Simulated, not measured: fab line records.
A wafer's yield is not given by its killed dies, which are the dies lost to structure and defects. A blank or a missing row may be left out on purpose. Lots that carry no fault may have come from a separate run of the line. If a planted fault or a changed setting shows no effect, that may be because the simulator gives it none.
fab line records -- flow gf180mcu
record: lots: 14, wafers: 42, lastDay: 34
route steps=602 shown NSD@241 V2@407 M3@409 V3@451
lots untouched by any fault: they come from a run of this same line in which no faults occurred
startH: start of the lot's first displayed wafer, in hours after the record's first day -- waitH: time in hours since the lot's previous step -- " repeats the value in the row above -- L1.1+2: several wafers, shown together as one row -- - no value present, or no start provided -- * or withheld: withheld -- < > ~ a bound
route shown NAME@n: names a module that has steps shown in the file, with the first one's number in the route -- usual: the fault-free wafers' mean and standard deviation -- same: alike in all rows -- chamber/n: place in a boat -- sites: readings site by site -- _std_site: how widely they spread, as a standard deviation -- _edge_site: the outer-site mean with the inner-site mean subtracted -- radiusMm: how far each site lies from the wafer's centre -- mask NAME#n: copy n -- behind: the tool/chamber that last shaped the wafer -- hold: the reason the lot was held/the length of the hold in hours/how it ended -- device: which transistor (n, p or np) failed to switch -- end of line: at the end of the route, the tests of the same wafers -- for a step that has no rows: nothing shown but its recipe -- killed: dies lost to structure and defects at the first sort, not the wafer's yield -- map: per-die view of a wafer (x killed, . not killed, _ where there is no die)
set.NAME: the setting that was run; set.NAME@STEP: the one run at that earlier step -- model.NAME: the simulator's own value behind a step, which no gauge read
route steps across a sampled set of lots; one table per step, one row per wafer
services: when a tool's chamber went out of use (startH, in hours from the record's first day, below 0 if earlier), for how many hours, and the reason
== steps ==
step: GF_NSD_DEVELOP_06
recipe: developTimeS: 60, devTempC: 23
usual: chillPlateTempC: 22.99/0.1, developTimeS: 60/0
lot.wafer,tool,chamber,startH,waitH,chillPlateTempC,developTimeS
L662.1,lithoTrack-03,0,295.65,0.1,23.05,60
L662.3,lithoTrack-03,0,295.65,0.1,23.08,60
L662.5,lithoTrack-03,0,295.65,0.1,23.12,60
L664.1,lithoTrack-03,0,309.05,0.1,23.01,60
L664.3,lithoTrack-03,0,309.05,0.1,23.11,60
L664.4,lithoTrack-03,0,309.05,0.1,23.14,60
L666.3,lithoTrack-01,0,325.46,0.1,22.99,60
L666.5,lithoTrack-01,0,325.46,0.1,23.01,60
L666.6,lithoTrack-01,0,325.46,0.1,23.06,60
L667.2,lithoTrack-01,0,331.93,0.1,22.90,60
L667.3,lithoTrack-01,0,331.93,0.1,22.85,60
L667.4,lithoTrack-01,0,331.93,0.1,23.06,60
L668.2,lithoTrack-03,0,341.77,0.1,22.94,60
L668.4,lithoTrack-03,0,341.77,0.1,23.07,60
L668.6,lithoTrack-03,0,341.77,0.1,22.94,60
L670.3,lithoTrack-01,0,355.56,0.1,22.97,60
L670.4,lithoTrack-01,0,355.56,0.1,23.03,60
L670.6,lithoTrack-01,0,355.56,0.1,22.83,60
L671.2,lithoTrack-03,0,368.52,0.1,23.05,60
L671.3,lithoTrack-03,0,368.52,0.1,22.98,60
L671.5,lithoTrack-03,0,368.52,0.1,22.89,60
L672.1,lithoTrack-04,0,386.34,0.1,23.21,60
L672.3,lithoTrack-04,0,386.34,0.1,23.12,60
L672.5,lithoTrack-04,0,386.34,0.1,23.04,60
L674.2,lithoTrack-03,0,400.72,0.1,22.96,60
L674.4,lithoTrack-03,0,400.72,0.1,22.99,60
L674.5,lithoTrack-03,0,400.72,0.1,23.11,60
L675.2,lithoTrack-04,0,406.71,0.1,22.92,60
L675.4,lithoTrack-04,0,406.71,0.1,22.97,60
L675.5,lithoTrack-04,0,406.71,0.1,22.99,60
L681.3,lithoTrack-01,-,453.85,0.1,-,-
L681.4,lithoTrack-01,-,453.85,0.1,-,-
L681.6,lithoTrack-01,-,453.85,0.1,-,-
L682.2,lithoTrack-01,-,459.63,0.1,-,-
L682.3,lithoTrack-01,-,459.63,0.1,-,-
L682.4,lithoTrack-01,-,459.63,0.1,-,-
L684.1,lithoTrack-03,0,479.54,0.1,23.08,60
L684.3,lithoTrack-03,0,479.54,0.1,22.86,60
L684.6,lithoTrack-03,0,479.54,0.1,23.03,60
L685.3,lithoTrack-03,0,490.59,0.1,23.14,60
L685.4,lithoTrack-03,0,490.59,0.1,23.16,60
L685.5,lithoTrack-03,0,490.59,0.1,23.11,60
step: GF_V2_THK_MEAS_25
recipe: thkMeasGauge: xrf, reads: W_of_V2_CVD_23
usual: V2_W_THK: 356/7.2
lot.wafer,tool,chamber,startH,waitH,V2_W_THK[nm]
L662.1,filmMetro-04,-,462.99,0.1,364
L662.3,filmMetro-04,-,462.99,0.1,366
L662.5,filmMetro-04,-,462.99,0.1,361
L664.1,filmMetro-03,-,478.02,0.1,350
L664.3,filmMetro-03,-,478.02,0.1,351
L664.4,filmMetro-03,-,478.02,0.1,349
L666.3,filmMetro-01,-,495.59,0.1,352
L666.5,filmMetro-01,-,495.59,0.1,353
L666.6,filmMetro-01,-,495.59,0.1,353
L667.2,filmMetro-03,-,503.66,0.1,349
L667.3,filmMetro-03,-,503.66,0.1,350
L667.4,filmMetro-03,-,503.66,0.1,350
L668.2,filmMetro-03,-,514.55,0.1,358
L668.4,filmMetro-03,-,514.55,0.1,353
L668.6,filmMetro-03,-,514.55,0.1,349
L670.3,filmMetro-03,-,529.29,0.1,354
L670.4,filmMetro-03,-,529.29,0.1,349
L670.6,filmMetro-03,-,529.29,0.1,359
L671.2,filmMetro-04,-,541.78,0.1,358
L671.3,filmMetro-04,-,541.78,0.1,364
L671.5,filmMetro-04,-,541.78,0.1,365
L672.1,filmMetro-04,-,560.56,0.1,363
L672.3,filmMetro-04,-,560.56,0.1,361
L672.5,filmMetro-04,-,560.56,0.1,360
L674.2,filmMetro-01,-,574.35,0.1,349
L674.4,filmMetro-01,-,574.35,0.1,354
L674.5,filmMetro-01,-,574.35,0.1,354
L675.2,filmMetro-04,-,580.39,0.1,359
L675.4,filmMetro-04,-,580.39,0.1,366
L675.5,filmMetro-04,-,580.39,0.1,371
L681.3,filmMetro-04,-,618.97,0.1,355
L681.4,filmMetro-04,-,618.97,0.1,367
L681.6,filmMetro-04,-,618.97,0.1,351
L682.2,filmMetro-04,-,626.72,0.1,356
L682.3,filmMetro-04,-,626.72,0.1,371
L682.4,filmMetro-04,-,626.72,0.1,356
L684.1,filmMetro-03,-,643.32,0.1,352
L684.3,filmMetro-03,-,643.32,0.1,349
L684.6,filmMetro-03,-,643.32,0.1,346
L685.3,filmMetro-01,-,653.57,0.1,349
L685.4,filmMetro-01,-,653.57,0.1,356
L685.5,filmMetro-01,-,653.57,0.1,351
step: GF_M3_SPUTTER_00
recipe: material: Ti, targetThkNm: 37.5, arrivingIonEnergyEv: 80, substrateTempC: 200, chamberPressurePa: 2, powerW: 4000, timeS: 150
usual: throttleValvePct: 30.0/1.4
lot.wafer,tool,chamber,startH,waitH,throttleValvePct
L662.1,pvdSputter-03,-,463.35,0.1,30.4
L662.3,pvdSputter-03,-,463.35,0.1,30.3
L662.5,pvdSputter-03,-,463.35,0.1,30.5
L664.1,pvdSputter-02,-,478.38,0.2,30.2
L664.3,pvdSputter-02,-,478.38,0.2,29.2
L664.4,pvdSputter-02,-,478.38,0.2,30.9
L666.3,pvdSputter-03,-,495.93,0.1,32.4
L666.5,pvdSputter-03,-,495.93,0.1,32.4
L666.6,pvdSputter-03,-,495.93,0.1,30.7
L667.2,pvdSputter-01,-,504.01,0.1,30.5
L667.3,pvdSputter-01,-,504.01,0.1,28.9
L667.4,pvdSputter-01,-,504.01,0.1,30.0
L668.2,pvdSputter-03,-,514.90,0.1,28.4
L668.4,pvdSputter-03,-,514.90,0.1,29.9
L668.6,pvdSputter-03,-,514.90,0.1,30.8
L670.3,pvdSputter-02,-,529.63,0.2,30.5
L670.4,pvdSputter-02,-,529.63,0.2,31.7
L670.6,pvdSputter-02,-,529.63,0.2,29.1
L671.2,pvdSputter-01,-,542.13,0.2,30.4
L671.3,pvdSputter-01,-,542.13,0.2,27.6
L671.5,pvdSputter-01,-,542.13,0.2,27.5
L672.1,pvdSputter-02,-,560.92,0.1,31.0
L672.3,pvdSputter-02,-,560.92,0.1,31.7
L672.5,pvdSputter-02,-,560.92,0.1,30.8
L674.2,pvdSputter-02,-,574.70,0.1,30.3
L674.4,pvdSputter-02,-,574.70,0.1,31.7
L674.5,pvdSputter-02,-,574.70,0.1,30.4
L675.2,pvdSputter-02,-,580.74,0.2,30.8
L675.4,pvdSputter-02,-,580.74,0.2,32.0
L675.5,pvdSputter-02,-,580.74,0.2,29.1
L681.3,pvdSputter-01,-,619.31,0.2,28.8
L681.4,pvdSputter-01,-,619.31,0.2,27.7
L681.6,pvdSputter-01,-,619.31,0.2,30.7
L682.2,pvdSputter-02,-,627.33,0.1,30.5
L682.3,pvdSputter-02,-,627.33,0.1,30.7
L682.4,pvdSputter-02,-,627.33,0.1,29.0
L684.1,pvdSputter-01,-,643.68,0.1,27.4
L684.3,pvdSputter-01,-,643.68,0.1,28.7
L684.6,pvdSputter-01,-,643.68,0.1,28.9
L685.3,pvdSputter-03,-,653.91,0.1,32.5
L685.4,pvdSputter-03,-,653.91,0.1,28.5
L685.5,pvdSputter-03,-,653.91,0.1,30.8
step: GF_V3_SPUTTER_22
recipe: material: TiN, targetThkNm: 10, chamberPressurePa: 5, powerW: 4000, timeS: 40
usual: throttleValvePct: 29.9/1.2
lot.wafer,tool,chamber,startH,waitH,throttleValvePct
L662.1,pvdSputter-01,-,512.94,0.0,30.4
L662.3,pvdSputter-01,-,512.94,0.0,29.8
L662.5,pvdSputter-01,-,512.94,0.0,28.7
L664.1,pvdSputter-01,-,527.47,0.0,27.5
L664.3,pvdSputter-01,-,527.47,0.0,30.4
L664.4,pvdSputter-01,-,527.47,0.0,29.9
L666.3,pvdSputter-04,-,544.85,0.0,30.2
L666.5,pvdSputter-04,-,544.85,0.0,28.7
L666.6,pvdSputter-04,-,544.85,0.0,29.7
L667.2,pvdSputter-04,-,552.27,0.0,29.9
L667.3,pvdSputter-04,-,552.27,0.0,28.7
L667.4,pvdSputter-04,-,552.27,0.0,31.2
L668.2,pvdSputter-03,-,563.20,0.0,29.9
L668.4,pvdSputter-03,-,563.20,0.0,30.6
L668.6,pvdSputter-03,-,563.20,0.0,32.5
L670.3,pvdSputter-01,-,576.34,0.0,29.9
L670.4,pvdSputter-01,-,576.34,0.0,30.2
L670.6,pvdSputter-01,-,576.34,0.0,27.4
L671.2,pvdSputter-04,-,588.52,0.0,28.8
L671.3,pvdSputter-04,-,588.52,0.0,31.1
L671.5,pvdSputter-04,-,588.52,0.0,29.9
L672.1,pvdSputter-03,-,605.98,0.0,28.4
L672.3,pvdSputter-03,-,605.98,0.0,30.6
L672.5,pvdSputter-03,-,605.98,0.0,32.5
L674.2,pvdSputter-04,-,618.96,0.0,30.2
L674.4,pvdSputter-04,-,618.96,0.0,28.9
L674.5,pvdSputter-04,-,618.96,0.0,28.8
L675.2,pvdSputter-03,-,624.52,0.0,29.8
L675.4,pvdSputter-03,-,624.52,0.0,32.2
L675.5,pvdSputter-03,-,624.52,0.0,30.2
L681.3,pvdSputter-03,-,661.98,0.0,30.4
L681.4,pvdSputter-03,-,661.98,0.0,32.4
L681.6,pvdSputter-03,-,661.98,0.0,28.8
L682.2,pvdSputter-01,-,669.26,0.0,29.9
L682.3,pvdSputter-01,-,669.26,0.0,27.3
L682.4,pvdSputter-01,-,669.26,0.0,28.9
L684.1,pvdSputter-03,-,684.78,0.0,32.4
L684.3,pvdSputter-03,-,684.78,0.0,30.7
L684.6,pvdSputter-03,-,684.78,0.0,30.3
L685.3,pvdSputter-04,-,694.00,0.0,30.1
L685.4,pvdSputter-04,-,694.00,0.0,30.2
L685.5,pvdSputter-04,-,694.00,0.0,31.1
== services ==
tool,chamber,startH,hours,kind
pvdSputter-04,-,286.72,2.6,repair
pvdSputter-02,-,303.90,2.3,repair
pvdSputter-03,-,312.63,3.2,repair
pvdSputter-01,-,372.07,4.0,repair
pvdSputter-03,-,426.13,11.6,repair
pvdSputter-02,-,427.86,6.2,repair
pvdSputter-04,-,448.82,2.2,repair
pvdSputter-04,-,472.53,4.9,repair
pvdSputter-02,-,689.71,9.4,repair
== key ==
firstSign: step: GF_NSD_DEVELOP_06, reading: toolRecord, direction: missing
effect none on later readings
metAt GF_NSD_DEVELOP_06
struckLots L681,L682
sortLeftOut L681.3,L681.4,L681.6,L682.2,L682.3,L682.4
testerLeftOut L681,L682
notActingAt GF_V2_THK_MEAS_25,GF_M3_SPUTTER_00,GF_V3_SPUTTER_22
onsetBetween 355.56 453.85
fault: kind: skippedStepWhole, tool: lithoTrack-01, chamber: -, onsetH: 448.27, steps: GF_NSD_DEVELOP_06, scope: struckLotsOnly
testerLeftOut: of these lots the tester's yield and bins aren't shown, on N5 and GAA mostly nor the transistor test; their killed dies are dies lost to structure and defects alone, not to doping, threshold or leakage, so they don't give the yield
sortLeftOut: the simulated sort isn't trusted on such a fault, so these wafers' sort isn't shown, and their yield isn't known
